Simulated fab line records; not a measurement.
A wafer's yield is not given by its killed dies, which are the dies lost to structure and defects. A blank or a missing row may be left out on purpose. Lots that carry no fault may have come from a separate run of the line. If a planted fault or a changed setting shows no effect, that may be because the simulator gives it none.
Chamber matching / flow gf180mcu / 4 sister chambers for GF_V1_CMP_04 on cmp-01
The step polishes SiO2. 4 wafers are shown with their chamber, then 10 later ones without.

## WAFERS WITH THEIR CHAMBER
wafer=L474.6; chamber=3; motor-current-A (A)=13.0
wafer=L476.3; chamber=0; motor-current-A (A)=10.5
wafer=L479.3; chamber=1; motor-current-A (A)=12.0
wafer=L479.4; chamber=2; motor-current-A (A)=12.9

## WAFERS WITH NO CHAMBER GIVEN
wafer=L479.6; motor-current-A (A)=12.9
wafer=L480.3; motor-current-A (A)=11.6
wafer=L480.4; motor-current-A (A)=10.4
wafer=L480.6; motor-current-A (A)=12.5
wafer=L482.1; motor-current-A (A)=12.7
wafer=L482.3; motor-current-A (A)=11.2
wafer=L482.4; motor-current-A (A)=11.8
wafer=L484.1; motor-current-A (A)=13.0
wafer=L484.3; motor-current-A (A)=11.0
wafer=L484.5; motor-current-A (A)=10.6

## CHAMBER TAKEN BY EACH
wafer=L479.6; from the rows above=can't be placed: 2 or 3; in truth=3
wafer=L480.3; from the rows above=1; in truth=1
wafer=L480.4; from the rows above=0; in truth=0
wafer=L480.6; from the rows above=can't be placed: 2 or 1 or 3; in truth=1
wafer=L482.1; from the rows above=can't be placed: 2 or 3 or 1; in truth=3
wafer=L482.3; from the rows above=can't be placed: 0 or 1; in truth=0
wafer=L482.4; from the rows above=1; in truth=1
wafer=L484.1; from the rows above=can't be placed: 3 or 2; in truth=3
wafer=L484.3; from the rows above=can't be placed: 0 or 1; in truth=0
wafer=L484.5; from the rows above=0; in truth=0
Correctly placed: 4 of 10. Not placeable from these rows: 6 (in 6, the candidates include the true chamber). Number placed wrongly: 0.
How it was worked out, from the rows above alone: a wafer's distance from a chamber is the root of the sum, over the readings, of the square of ((its reading less the chamber's mean) divided by the reading's scatter). The wafer belongs to the nearest chamber; if the next one is less than 2 further off, it can't be placed. Each chamber's mean is taken over the wafers shown for it. The scatter: with one shown wafer a chamber, the root of the mean of the squares of how far each hidden wafer lies from its nearest shown one.
